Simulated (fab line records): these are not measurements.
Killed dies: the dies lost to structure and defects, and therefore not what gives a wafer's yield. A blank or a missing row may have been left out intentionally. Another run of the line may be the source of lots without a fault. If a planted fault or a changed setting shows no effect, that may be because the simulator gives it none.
The tool behind it: which one? ; flow sky130 ; 11 lots with 33 wafers sampled at 3 steps, on a route of 708 steps

## WHAT THE GAUGES SHOWED, per wafer
SKY_VT_ADJUST_LVTN_OVL_MEAS_18.
lot;measured;on;VT_ADJUST_LVTN_01_OVL (nm)
L660;day 7 17:29;overlay-02;1.7 0.9 1.1
L668;day 10 01:41;overlay-01;- - -
L669;day 10 08:29;overlay-01;- - -
L673;day 11 10:56;overlay-02;-1.3 -1.5 -0.3
L674;day 11 20:34;overlay-02;0.2 2.9 2.0
L677;day 12 15:56;overlay-01;0.2 -0.5 0.1
L678;day 12 23:25;overlay-02;0.1 1.0 -0.4
L679;day 13 03:58;overlay-02;0.4 1.4 -0.7
L681;day 13 10:46;overlay-02;-3.3 -2.3 0.5
L682;day 13 20:11;overlay-01;0.4 -1.3 1.3
L683;day 14 06:04;overlay-01;1.5 0.4 0.7

## EACH LOT AND THE TOOL THAT RAN IT (in order: tool; ch and the chambers of the sampled wafers; start)
lot;SKY_VT_ADJUST_HVTP_STRIP_10;SKY_VT_ADJUST_LVTN_COAT_13
L660;plasmaAsher-02 ch 0,1, day 6 03:11;lithoTrack-02 ch 0, day 7 06:32
L668;plasmaAsher-03 ch 0,1, day 8 06:52;lithoTrack-04, day 9 14:35
L669;plasmaAsher-02 ch 0,1, day 8 12:25;lithoTrack-02, day 9 20:16
L673;plasmaAsher-04 ch 0,1, day 9 14:17;lithoTrack-02 ch 0, day 10 23:04
L674;plasmaAsher-02 ch 0,1, day 9 22:13;lithoTrack-03 ch 0, day 11 08:25
L677;plasmaAsher-02 ch 0,1, day 10 16:58;lithoTrack-04 ch 0, day 12 03:13
L678;plasmaAsher-02 ch 0,1, day 11 00:08;lithoTrack-03 ch 0, day 12 11:42
L679;plasmaAsher-04 ch 0,1, day 11 04:11;lithoTrack-02 ch 0, day 12 15:52
L681;plasmaAsher-02 ch 0, day 11 09:56;lithoTrack-03 ch 0, day 12 22:09
L682;plasmaAsher-03 ch 0,1, day 11 18:32;lithoTrack-03 ch 0, day 13 07:26
L683;plasmaAsher-04 ch 0,1, day 12 03:19;lithoTrack-03 ch 0, day 13 16:48
- SKY_VT_ADJUST_HVTP_STRIP_10: strips in O2/N2.
- SKY_VT_ADJUST_LVTN_COAT_13: resist thk 1140 nm.

## THE ANSWER, worked out from the rows above alone
Rule: the usual values come from the lots themselves. The widest of any qualifying gaps counts: lots, ordered by their means at a reading, are off when they make up no more than a third of the lots, leave a main group of 4 or more, and stand apart from it by 3 or more times the standard deviation of that group's means. The tables above print the reading to a certain number of digits; a main group whose means all agree to those digits is not used. A lot without any number at a reading at which 4 lots or more have one is off too. Any other lot the step has rows for is counted as sound.
Off: at SKY_VT_ADJUST_LVTN_OVL_MEAS_18 (VT_ADJUST_LVTN_01_OVL), L668, L669. Without a number there: L668, L669. The main group has a mean of 0.2 nm with a standard deviation of 1.
A tool fits if, at a process step before that reading, it ran every lot that is off, and no sound lot after the first of them. Gauges at SKY_VT_ADJUST_LVTN_OVL_MEAS_18: tried the same way as those tools. No candidate that was tried fits.

## WHAT THE SIMULATOR HAD PUT IN
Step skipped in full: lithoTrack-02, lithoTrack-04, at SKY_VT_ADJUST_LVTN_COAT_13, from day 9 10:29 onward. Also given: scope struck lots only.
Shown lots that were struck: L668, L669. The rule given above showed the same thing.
